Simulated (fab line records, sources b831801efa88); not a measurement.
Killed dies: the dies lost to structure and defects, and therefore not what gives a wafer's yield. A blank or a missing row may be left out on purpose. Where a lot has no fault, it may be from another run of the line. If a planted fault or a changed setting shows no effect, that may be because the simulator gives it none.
Lot-split experiment + flow sky130 + route with 708 steps; 5 lots, 23 wafers read

== ON THE SPLIT ==
At SKY_NWELL_OXIDATION_01 (stabilise 600 s, purge 300 s, target thk 10 nm), the setting temp c was moved away from the recipe's 900 C on 15 of the 23 wafers read, by -1.6% to +2.1%. For the rest of the wafers, this setting stayed at what the recipe calls for.

Split to reading: the file shows no intervening step.

== THE READING ==
Values of NWELL_OXIDATION_THK in nm from SKY_NWELL_THK_MEAS_02. On this fab line, fault-free wafers typically give 10.03 nm with a standard deviation of 0.14 nm.

| wafer  | tool, chamber at the split | temp c as run, C | against the recipe | NWELL_OXIDATION_THK, nm | against lot-mates on the recipe |
|--------|----------------------------|------------------|--------------------|-------------------------|---------------------------------|
| L077.1 | furnace-01, 0              | 900              | recipe             | 9.93                    | -                               |
| L077.4 | furnace-01, 0              | 900              | recipe             | 9.63                    | -                               |
| L077.5 | furnace-01, 0              | 900              | recipe             | 9.76                    | -                               |
| L079.1 | -, -                       | 918.5            | +2.1%              | 12.36                   | no lot-mate on the recipe       |
| L079.2 | -, -                       | 918.5            | +2.1%              | 12.50                   | no lot-mate on the recipe       |
| L079.4 | -, -                       | 918.5            | +2.1%              | 12.44                   | no lot-mate on the recipe       |
| L079.5 | -, -                       | 918.5            | +2.1%              | 12.42                   | no lot-mate on the recipe       |
| L079.6 | -, -                       | 918.5            | +2.1%              | 12.43                   | no lot-mate on the recipe       |
| L082.1 | -, -                       | 910.9            | +1.2%              | 11.30                   | no lot-mate on the recipe       |
| L082.2 | -, -                       | 910.9            | +1.2%              | 11.18                   | no lot-mate on the recipe       |
| L082.4 | -, -                       | 910.9            | +1.2%              | 11.13                   | no lot-mate on the recipe       |
| L082.5 | -, -                       | 910.9            | +1.2%              | 11.10                   | no lot-mate on the recipe       |
| L082.6 | -, -                       | 910.9            | +1.2%              | 11.30                   | no lot-mate on the recipe       |
| L083.1 | -, -                       | 885.8            | -1.6%              | 8.42                    | no lot-mate on the recipe       |
| L083.2 | -, -                       | 885.8            | -1.6%              | 8.52                    | no lot-mate on the recipe       |
| L083.3 | -, -                       | 885.8            | -1.6%              | 8.60                    | no lot-mate on the recipe       |
| L083.4 | -, -                       | 885.8            | -1.6%              | 8.46                    | no lot-mate on the recipe       |
| L083.6 | -, -                       | 885.8            | -1.6%              | 8.52                    | no lot-mate on the recipe       |
| L085.1 | -, -                       | 900              | recipe             | 9.85                    | -                               |
| L085.2 | -, -                       | 900              | recipe             | 9.82                    | -                               |
| L085.4 | -, -                       | 900              | recipe             | 9.95                    | -                               |
| L085.5 | -, -                       | 900              | recipe             | 9.76                    | -                               |
| L085.6 | -, -                       | 900              | recipe             | 9.67                    | -                               |

FIT RESULTS
A straight line over all 23 wafers: NWELL_OXIDATION_THK changes by +1.08 nm for each +1% of temp c; r = +0.99; the points scatter about the line by 0.22 nm.
Too few moved wafers with a lot-mate on the recipe to fit a line net of each lot's own level.

== THE WHOLE CHAIN: every reading that the file lists as answering this split, in the file's order ==
| step                   | what it does                                   | reading                                                                            | change (the file's fit)              | r (the file's) |
|------------------------|------------------------------------------------|------------------------------------------------------------------------------------|--------------------------------------|----------------|
| SKY_NWELL_OXIDATION_01 | stabilise 600 s, purge 300 s, target thk 10 nm | SiO2_of_NWELL_OXIDATION_01.thk nm (the simulator's own value, which no gauge read) | +1.07 nm for each +1% of the setting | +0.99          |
| SKY_NWELL_THK_MEAS_02  |                                                | NWELL_OXIDATION_THK                                                                | +1.08 for each +1% of the setting    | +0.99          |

== FILE'S OWN FIT ==
NWELL_OXIDATION_THK changes by +1.08 nm for each +1% of temp c, r = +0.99.
